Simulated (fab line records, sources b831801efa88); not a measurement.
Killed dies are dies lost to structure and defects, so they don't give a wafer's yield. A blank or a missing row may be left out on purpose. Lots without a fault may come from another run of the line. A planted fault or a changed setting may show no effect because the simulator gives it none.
fab line records | flow gf180mcu
record lots=24 wafers=72 last_day=34
route steps=602 shown V2@386 M3@414 V3@444 MIM@506 TOP_METAL@572
lots that met no fault: from a run of the same line without faults
start_h: hours from the record's first day to the start of the lot's first wafer shown | wait_h: hours since the lot's step before | " the same as in the row above | L1.1+2: a row that stands for several wafers | - no value, or no start given | * or withheld: withheld | < > ~ a bound
route shown NAME@n: a module of which the file shows steps, and the number in the route of the first | usual: mean/standard deviation of fault-free wafers | same: alike in all rows | chamber/n: place in a boat | sites: the reading at each site | _std_site: their standard deviation | _edge_site: outer sites' mean less inner sites' | radius_mm: how far each site lies from the wafer's centre | mask NAME#n: copy n | behind: the tool/chamber that last shaped the wafer | hold: why the lot was held/for how many hours/how that ended | device: the transistor (n, p or np) that didn't switch | end of line: the same wafers' tests at the end of the route | a step without rows: its recipe alone | killed: dies lost to structure and defects at the first sort, not the wafer's yield | map: a wafer's dies, x killed, . not, _ none there
set.NAME: the setting as run; set.NAME@STEP: as run at that earlier step | model.NAME: the simulator's own value behind a step, which no gauge read
steps of the route over a sample of lots; a table a step, a row a wafer
services: from which hour (start_h, from the record's first day; less than 0 if before it) a tool's chamber was out of use, for how many hours, and why
## steps
# step GF_V2_CMP_04
# recipe material=SiO2 down_force_psi=4 platen_rpm=60 pad_velocity_m_s=0.94248
# usual motor_current_A=12.0/0.68 time_to_endpoint_s=81/5.1
# columns lot.wafer tool chamber start_h wait_h motor_current_A time_to_endpoint_s
L074.3 cmp-02 0 443.90 0.0 13.5 81
L074.6 " 0 " " 12.3 83
L074.5 " 1 " " 11.8 87
L075.4 cmp-01 0 447.76 0.1 11.7 87
L075.5 " 2 " " 11.9 78
L075.6 " 3 " " 12.4 92
L076.4 cmp-01 3 458.16 0.0 12.7 93
L076.1 " 0 " " 11.5 76
L076.2 " 1 " " 12.3 80
L077.2 cmp-02 3 458.47 0.0 12.0 80
L077.1 " 1 " " 10.8 79
L077.3 " 2 " " 11.2 77
L078.4 cmp-02 3 484.43 0.0 11.7 87
L078.2 " 2 " " 10.5 80
L078.5 " 3 " " 12.0 81
L079.1 cmp-02 3 490.38 0.1 12.1 82
L079.2 " 0 " " 12.1 82
L079.3 " 2 " " 11.0 76
L080.4 cmp-01 2 500.99 0.0 11.1 83
L080.1 " 0 " " 11.7 79
L080.5 " 3 " " 11.9 84
L081.3 cmp-01 3 516.89 0.0 12.7 84
L081.1 " 0 " " 11.7 82
L081.4 " 1 " " 12.7 82
L082.2 cmp-02 0 525.53 0.0 12.7 81
L082.6 " 0 " " 12.8 88
L082.5 " 1 " " 10.8 83
L083.1 cmp-01 0 528.73 0.1 11.7 80
L083.3 " 2 " " 12.2 76
L083.2 " 3 " " 12.9 77
L084.2 cmp-01 1 538.62 0.1 12.5 77
L084.1 " 2 " " 12.4 85
L084.6 " 0 " " 11.9 91
L085.2 cmp-02 1 547.63 0.1 10.5 81
L085.1 " 2 " " 10.9 79
L085.5 " 1 " " 10.9 85
L086.3 cmp-02 2 553.12 0.0 11.0 81
L086.5 " 2 " " 11.0 89
L086.6 " 3 " " 12.1 91
L087.3 cmp-02 0 557.83 0.1 12.8 84
L087.5 " 2 " " 11.0 92
L087.6 " 3 " " 12.9 93
L089.1 cmp-01 2 570.95 0.1 12.3 83
L089.6 " 1 " " 13.0 82
L089.5 " 2 " " 12.4 77
L088.1 cmp-01 1 573.12 0.2 12.3 80
L088.4 " 3 " " 12.8 87
L088.6 " 2 " " 12.5 84
L090.1 cmp-02 2 579.03 0.1 10.9 71
L090.3 " 0 " " 12.6 73
L090.5 " 2 " " 11.2 73
L091.4 cmp-01 1 585.55 0.1 12.5 86
L091.3 " 3 " " 13.2 81
L091.6 " 1 " " 12.1 77
L092.4 cmp-01 1 589.76 0.1 12.5 79
L092.2 " 3 " " 12.9 81
L092.6 " 0 " " 12.0 82
L093.1 cmp-01 2 591.11 0.1 12.5 72
L093.4 " 3 " " 12.7 86
L093.5 " 1 " " 12.3 75
L094.4 cmp-01 1 604.14 0.2 12.0 83
L094.5 " 2 " " 12.4 79
L094.6 " 3 " " 12.7 84
L095.1 cmp-01 0 612.38 0.1 11.9 83
L095.4 " 1 " " 12.7 80
L095.6 " 1 " " 12.5 83
L096.3 cmp-01 2 616.82 0.0 11.7 78
L096.4 " 0 " " 11.8 87
L096.5 " 2 " " 11.8 73
L097.4 cmp-02 1 622.30 0.0 10.8 82
L097.2 " 2 " " 11.1 79
L097.5 " 1 " " 11.4 85
# step GF_M3_RS_MEAS_05
# recipe thk_meas_gauge=four-point-probe reads=TiN_of_M3_SPUTTER_04+Ti_of_M3_SPUTTER_03+AlCu_of_M3_SPUTTER_02+TiN_of_M3_SPUTTER_01+Ti_of_M3_SPUTTER_00
# usual M3_ALCU_RS=0.0692/0.00059
# columns lot.wafer tool chamber start_h wait_h M3_ALCU_RS[ohm/sq]
L074.3 film_metro-01 - 470.47 0.1 0.0693
L074.5 " - " " 0.0690
L074.6 " - " " 0.0693
L075.4 film_metro-01 - 474.03 0.1 0.0702
L075.5 " - " " 0.0708
L075.6 " - " " 0.0708
L076.1 film_metro-01 - 484.68 0.0 0.0692
L076.2 " - " " 0.0699
L076.4 " - " " 0.0696
L077.1 film_metro-02 - 484.98 0.0 0.0688
L077.2 " - " " 0.0691
L077.3 " - " " 0.0694
L078.2 film_metro-01 - 509.89 0.0 0.0691
L078.4 " - " " 0.0686
L078.5 " - " " 0.0688
L079.1 film_metro-01 - 515.87 0.0 0.0694
L079.2 " - " " 0.0696
L079.3 " - " " 0.0693
L080.1 film_metro-02 - 526.66 0.0 0.0696
L080.4 " - " " 0.0697
L080.5 " - " " 0.0693
L081.1 film_metro-04 - 542.77 0.0 0.0686
L081.3 " - " " 0.0693
L081.4 " - " " 0.0690
L082.2 film_metro-01 - 551.05 0.0 0.0694
L082.5 " - " " 0.0691
L082.6 " - " " 0.0693
L083.1 film_metro-02 - 554.18 0.0 0.0681
L083.2 " - " " 0.0682
L083.3 " - " " 0.0683
L084.1 film_metro-01 - 563.50 0.0 0.0689
L084.2 " - " " 0.0691
L084.6 " - " " 0.0693
L085.1 film_metro-04 - 571.72 0.0 0.0692
L085.2 " - " " 0.0690
L085.5 " - " " 0.0694
L086.3 film_metro-04 - 577.20 0.1 0.0686
L086.5 " - " " 0.0683
L086.6 " - " " 0.0689
L087.3 film_metro-01 - 581.57 0.1 0.0694
L087.5 " - " " 0.0694
L087.6 " - " " 0.0689
L089.1 film_metro-04 - 594.18 0.0 0.0694
L089.5 " - " " 0.0696
L089.6 " - " " 0.0693
L088.1 film_metro-01 - 596.81 0.0 0.0697
L088.4 " - " " 0.0701
L088.6 " - " " 0.0695
L090.1 film_metro-01 - 602.15 0.0 0.0698
L090.3 " - " " 0.0697
L090.5 " - " " 0.0699
L091.3 film_metro-02 - 608.37 0.1 0.0697
L091.4 " - " " 0.0693
L091.6 " - " " 0.0682
L092.2 film_metro-04 - 612.64 0.0 0.0685
L092.4 " - " " 0.0688
L092.6 " - " " 0.0686
L093.1 film_metro-02 - 614.30 0.0 0.0696
L093.4 " - " " 0.0692
L093.5 " - " " 0.0691
L094.4 film_metro-04 - 626.28 0.1 0.0695
L094.5 " - " " 0.0698
L094.6 " - " " 0.0697
L095.1 film_metro-01 - 635.27 0.0 0.0698
L095.4 " - " " 0.0698
L095.6 " - " " 0.0700
L096.3 film_metro-04 - 639.44 0.1 0.0681
L096.4 " - " " 0.0677
L096.5 " - " " 0.0679
L097.2 film_metro-04 - 645.13 0.0 0.0693
L097.4 " - " " 0.0693
L097.5 " - " " 0.0689
# step GF_M3_OVL_MEAS_15
# usual M3_OVL=-2/6.8
# columns lot.wafer tool chamber start_h wait_h M3_OVL[nm]
L074.3 overlay-01 - 495.14 0.1 1
L074.5 " - " " 2
L074.6 " - " " 6
L075.4 overlay-02 - 498.09 0.1 9
L075.5 " - " " 5
L075.6 " - " " 8
L076.1 overlay-02 - 508.54 0.1 11
L076.2 " - " " 1
L076.4 " - " " -2
L077.1 overlay-02 - 508.89 0.1 -8
L077.2 " - " " -2
L077.3 " - " " -1
L078.2 overlay-01 - 533.34 0.1 4
L078.4 " - " " 0
L078.5 " - " " -6
L079.1 overlay-01 - 539.48 0.1 3
L079.2 " - " " -4
L079.3 " - " " 5
L080.1 overlay-01 - 549.77 0.1 0
L080.4 " - " " 2
L080.5 " - " " 0
L081.1 overlay-01 - 565.47 0.1 11
L081.3 " - " " 12
L081.4 " - " " 2
L082.2 overlay-02 - 572.44 0.1 -10
L082.5 " - " " -10
L082.6 " - " " -5
L083.1 overlay-01 - 576.14 0.1 -3
L083.2 " - " " -8
L083.3 " - " " -4
L084.1 overlay-02 - 584.94 0.1 -7
L084.2 " - " " -17
L084.6 " - " " -12
L085.1 overlay-01 - 592.84 0.1 -5
L085.2 " - " " -6
L085.5 " - " " -11
L086.3 overlay-01 - 598.65 0.1 -1
L086.5 " - " " -5
L086.6 " - " " -3
L087.3 overlay-02 - 602.69 0.1 -4
L087.5 " - " " -1
L087.6 " - " " -1
L089.1 overlay-01 - 614.97 0.1 11
L089.5 " - " " -4
L089.6 " - " " -1
L088.1 overlay-01 - 617.14 0.1 -11
L088.4 " - " " -5
L088.6 " - " " 1
L090.1 overlay-02 - 621.78 0.1 -10
L090.3 " - " " -14
L090.5 " - " " -8
L091.3 overlay-01 - 629.14 0.1 -1
L091.4 " - " " -6
L091.6 " - " " 1
L092.2 overlay-02 - 633.17 0.1 -8
L092.4 " - " " 1
L092.6 " - " " 7
L093.1 overlay-02 - 634.78 0.1 2
L093.4 " - " " -4
L093.5 " - " " 0
L094.4 overlay-02 - 645.59 0.1 -11
L094.5 " - " " -9
L094.6 " - " " -10
L095.1 overlay-01 - 654.29 0.1 -6
L095.4 " - " " -3
L095.6 " - " " -8
L096.3 overlay-01 - 658.75 0.1 -8
L096.4 " - " " -2
L096.5 " - " " -5
L097.2 overlay-01 - 664.87 0.1 4
L097.4 " - " " 7
L097.5 " - " " 9
# step GF_V3_OVL_MEAS_15
# usual V3_OVL=-3/4.5
# columns lot.wafer tool chamber start_h wait_h V3_OVL[nm]
L074.3 overlay-01 - 519.80 0.1 5
L074.5 " - " " 1
L074.6 " - " " -4
L075.4 overlay-02 - 524.04 0.1 4
L075.5 " - " " -1
L075.6 " - " " 1
L076.1 overlay-02 - 533.45 0.1 -8
L076.2 " - " " -8
L076.4 " - " " -9
L077.1 overlay-02 - 533.80 0.1 -8
L077.2 " - " " -7
L077.3 " - " " -3
L078.2 overlay-02 - 558.02 0.1 -9
L078.4 " - " " 0
L078.5 " - " " -7
L079.1 overlay-01 - 563.15 0.1 -3
L079.2 " - " " -6
L079.3 " - " " 1
L080.1 overlay-02 - 573.17 0.1 -5
L080.4 " - " " -3
L080.5 " - " " -6
L081.1 overlay-02 - 588.52 0.1 -9
L081.3 " - " " -5
L081.4 " - " " -12
L082.2 overlay-02 - 595.22 0.1 -12
L082.5 " - " " -8
L082.6 " - " " -11
L083.1 overlay-02 - 598.75 0.1 -8
L083.2 " - " " 0
L083.3 " - " " -7
L084.1 overlay-01 - 606.54 0.1 -9
L084.2 " - " " -10
L084.6 " - " " -12
L085.1 overlay-02 - 614.85 0.1 -9
L085.2 " - " " -5
L085.5 " - " " 2
L086.3 overlay-02 - 620.85 0.1 -4
L086.5 " - " " -2
L086.6 " - " " -6
L087.3 overlay-02 - 624.75 0.1 -3
L087.5 " - " " -1
L087.6 " - " " 3
L089.1 overlay-02 - 635.92 0.1 -4
L089.5 " - " " 0
L089.6 " - " " 0
L088.1 overlay-01 - 638.50 0.1 3
L088.4 " - " " -1
L088.6 " - " " -2
L090.1 overlay-01 - 643.27 0.1 1
L090.3 " - " " 2
L090.5 " - " " 1
L091.3 overlay-02 - 650.40 0.1 3
L091.4 " - " " -4
L091.6 " - " " -2
L092.2 overlay-02 - 654.51 0.1 -4
L092.4 " - " " 0
L092.6 " - " " 3
L093.1 overlay-01 - 656.36 0.1 -5
L093.4 " - " " -4
L093.5 " - " " -5
L094.4 overlay-02 - 667.09 0.1 5
L094.5 " - " " -5
L094.6 " - " " 4
L095.1 overlay-01 - 675.00 0.1 2
L095.4 " - " " -1
L095.6 " - " " -3
L096.3 overlay-02 - 679.58 0.1 -1
L096.4 " - " " -4
L096.5 " - " " -3
L097.2 overlay-01 - 685.72 0.1 7
L097.4 " - " " 3
L097.5 " - " " -10
# step GF_MIM_SPUTTER_03
# recipe material=Ti target_thk_nm=10 substrate_temp_c=300 chamber_pressure_pa=0.3 power_w=3000 time_s=6.7
# usual cathode_dc_power_W=3000.0/0.53 throttle_valve_pct=29.9/1.3
# columns lot.wafer tool chamber start_h wait_h cathode_dc_power_W throttle_valve_pct
L074.3 pvd_sputter-04 - 570.40 0.0 2999.5 30.3
L074.5 " - " " 3000.4 30.6
L074.6 " - " " 3000.7 30.1
L075.4 pvd_sputter-04 - 574.38 0.0 2999.7 30.6
L075.5 " - " " 2999.2 30.9
L075.6 " - " " 2999.1 30.3
L076.1 pvd_sputter-03 - 582.74 0.0 3000.6 30.1
L076.2 " - " " 3000.8 30.7
L076.4 " - " " 2999.6 32.5
L077.1 pvd_sputter-03 - 583.66 0.0 3001.0 30.1
L077.2 " - " " 3000.6 28.0
L077.3 " - " " 3000.1 32.7
L078.2 pvd_sputter-03 - 605.08 0.0 3000.5 28.1
L078.4 " - " " 3000.0 32.8
L078.5 " - " " 3000.1 28.2
L079.1 pvd_sputter-04 - 610.29 0.0 3000.7 31.0
L079.2 " - " " 3000.1 29.0
L079.3 " - " " 3000.2 28.6
L080.1 pvd_sputter-04 - 620.63 0.0 2999.8 30.5
L080.4 " - " " 2999.1 30.5
L080.5 " - " " 2999.6 30.6
L081.1 pvd_sputter-03 - 633.70 0.0 3000.0 30.5
L081.3 " - " " 3000.8 28.5
L081.4 " - " " 3000.7 32.5
L082.2 pvd_sputter-02 - 640.95 0.0 2999.4 29.7
L082.5 " - " " 2999.6 29.4
L082.6 " - " " 3000.6 28.8
L083.1 pvd_sputter-04 - 644.48 0.0 2998.9 29.2
L083.2 " - " " 3000.0 30.4
L083.3 " - " " 3000.8 29.0
L084.1 pvd_sputter-04 - 653.02 0.0 3000.8 30.6
L084.2 " - " " 3000.2 30.8
L084.6 " - " " 3000.2 30.4
L085.1 pvd_sputter-04 - 660.21 0.0 3000.7 30.6
L085.2 " - " " 2999.0 28.7
L085.5 " - " " 2999.9 28.9
L086.3 pvd_sputter-02 - 665.62 0.0 2999.9 27.9
L086.5 " - " " 3000.2 29.6
L086.6 " - " " 2999.9 29.8
L087.3 pvd_sputter-04 - 669.10 0.0 2999.8 30.8
L087.5 " - " " 3000.4 30.8
L087.6 " - " " 3000.1 28.8
L089.1 pvd_sputter-03 - 679.95 0.0 3000.6 30.5
L089.5 " - " " 2999.8 30.4
L089.6 " - " " 3000.8 29.8
L088.1 pvd_sputter-02 - 682.50 0.0 3000.4 29.3
L088.4 " - " " 2999.6 28.1
L088.6 " - " " 3000.4 29.9
L090.1 pvd_sputter-04 - 686.95 0.0 2999.4 30.9
L090.3 " - " " 3000.3 30.7
L090.5 " - " " 3000.3 29.0
L091.3 pvd_sputter-03 - 694.86 0.0 2999.9 30.1
L091.4 " - " " 3000.6 30.7
L091.6 " - " " 3000.2 30.1
L092.2 pvd_sputter-03 - 697.19 0.0 3000.4 29.8
L092.4 " - " " 3000.4 30.6
L092.6 " - " " 3000.1 29.8
L093.1 pvd_sputter-03 - 699.37 0.0 3000.2 30.5
L093.4 " - " " 2999.8 32.7
L093.5 " - " " 2999.6 32.7
L094.4 pvd_sputter-03 - 709.97 0.0 2999.9 29.9
L094.5 " - " " 3000.8 30.7
L094.6 " - " " 3000.0 28.2
L095.1 pvd_sputter-04 - 717.19 0.0 3000.2 30.6
L095.4 " - " " 3000.0 30.4
L095.6 " - " " 2999.9 28.9
L096.3 pvd_sputter-03 - 720.54 0.0 3000.5 30.5
L096.4 " - " " 3000.0 29.9
L096.5 " - " " 2999.5 30.8
L097.2 pvd_sputter-04 - 726.93 0.0 2999.8 28.9
L097.4 " - " " 3000.6 28.9
L097.5 " - " " 3000.4 28.9
# step GF_TOP_METAL_RS_MEAS_05
# recipe thk_meas_gauge=four-point-probe reads=TiN_of_TOP_METAL_SPUTTER_04+Ti_of_TOP_METAL_SPUTTER_03+AlCu_of_TOP_METAL_SPUTTER_02+TiN_of_TOP_METAL_SPUTTER_01+Ti_of_TOP_METAL_SPUTTER_00
# usual TOP_METAL_ALCU_RS=0.0329/0.00034
# columns lot.wafer tool chamber start_h wait_h TOP_METAL_ALCU_RS[ohm/sq]
L074.3 film_metro-03 - 636.80 0.1 0.0326
L074.5 " - " " 0.0327
L074.6 " - " " 0.0324
L075.4 film_metro-04 - 640.11 0.1 0.0325
L075.5 " - " " 0.0326
L075.6 " - " " 0.0322
L076.1 film_metro-01 - 648.94 0.0 0.0335
L076.2 " - " " 0.0333
L076.4 " - " " 0.0332
L077.1 film_metro-03 - 648.95 0.0 0.0328
L077.2 " - " " 0.0326
L077.3 " - " " 0.0331
L078.2 film_metro-01 - 668.58 0.0 0.0330
L078.4 " - " " 0.0329
L078.5 " - " " 0.0329
L079.1 film_metro-01 - 674.05 0.0 0.0324
L079.2 " - " " 0.0329
L079.3 " - " " 0.0330
L080.1 film_metro-04 - 683.21 0.0 0.0326
L080.4 " - " " 0.0326
L080.5 " - " " 0.0332
L081.1 film_metro-01 - 695.61 0.0 0.0325
L081.3 " - " " 0.0330
L081.4 " - " " 0.0328
L082.2 film_metro-01 - 702.42 0.0 0.0331
L082.5 " - " " 0.0330
L082.6 " - " " 0.0329
L083.1 film_metro-04 - 705.97 0.0 0.0323
L083.2 " - " " 0.0324
L083.3 " - " " 0.0325
L084.1 film_metro-04 - 713.18 0.0 0.0325
L084.2 " - " " 0.0321
L084.6 " - " " 0.0327
L085.1 film_metro-03 - 720.67 0.0 0.0331
L085.2 " - " " 0.0331
L085.5 " - " " 0.0332
L086.3 film_metro-03 - 725.53 0.1 0.0329
L086.5 " - " " 0.0332
L086.6 " - " " 0.0331
L087.3 film_metro-01 - 728.56 0.1 0.0328
L087.5 " - " " 0.0327
L087.6 " - " " 0.0328
L089.1 film_metro-01 - 738.09 0.0 0.0335
L089.5 " - " " 0.0328
L089.6 " - " " 0.0332
L088.1 film_metro-01 - 740.69 0.0 0.0328
L088.4 " - " " 0.0329
L088.6 " - " " 0.0335
L090.1 film_metro-04 - 743.74 0.0 0.0328
L090.3 " - " " 0.0330
L090.5 " - " " 0.0328
L091.3 film_metro-04 - 751.83 0.1 0.0330
L091.4 " - " " 0.0324
L091.6 " - " " 0.0321
L092.2 film_metro-03 - 754.58 0.0 0.0330
L092.4 " - " " 0.0328
L092.6 " - " " 0.0328
L093.1 film_metro-03 - 755.89 0.0 0.0333
L093.4 " - " " 0.0327
L093.5 " - " " 0.0326
L094.4 film_metro-01 - 766.04 0.1 0.0332
L094.5 " - " " 0.0333
L094.6 " - " " 0.0331
L095.1 film_metro-04 - 771.78 0.0 0.0330
L095.4 " - " " 0.0326
L095.6 " - " " 0.0333
L096.3 film_metro-01 - 775.18 0.1 0.0333
L096.4 " - " " 0.0331
L096.5 " - " " 0.0328
L097.2 film_metro-01 - 780.26 0.0 0.0325
L097.4 " - " " 0.0328
L097.5 " - " " 0.0329
## services
# columns tool chamber start_h hours kind
pvd_sputter-04 - 443.54 0.5 repair
cmp-02 - 444.20 3.7 pm
pvd_sputter-04 1 455.98 - consumable_replace:kit
pvd_sputter-04 1 455.98 18.0 scheduled_down
pvd_sputter-04 1 455.98 18.0 vent_cycle
pvd_sputter-03 0 472.29 - consumable_replace:kit
pvd_sputter-03 0 472.29 18.0 scheduled_down
pvd_sputter-03 0 472.29 18.0 vent_cycle
pvd_sputter-04 - 494.03 1.6 repair
cmp-01 - 568.35 0.5 repair
cmp-02 - 570.14 2.7 repair
cmp-02 - 572.81 4.0 pm
cmp-02 - 576.81 - consumable_replace:conditioner
cmp-02 - 576.81 - consumable_replace:pad
pvd_sputter-03 3 594.98 - consumable_replace:kit
pvd_sputter-03 3 594.98 18.0 scheduled_down
pvd_sputter-03 3 594.98 18.0 vent_cycle
cmp-02 - 651.15 5.9 pm
cmp-01 - 658.20 16.0 pm
cmp-02 - 661.93 0.9 repair
pvd_sputter-04 - 670.17 7.5 repair
cmp-01 - 697.48 3.6 repair
cmp-02 - 716.29 2.9 repair
pvd_sputter-03 2 726.30 - consumable_replace:kit
## key
fault none
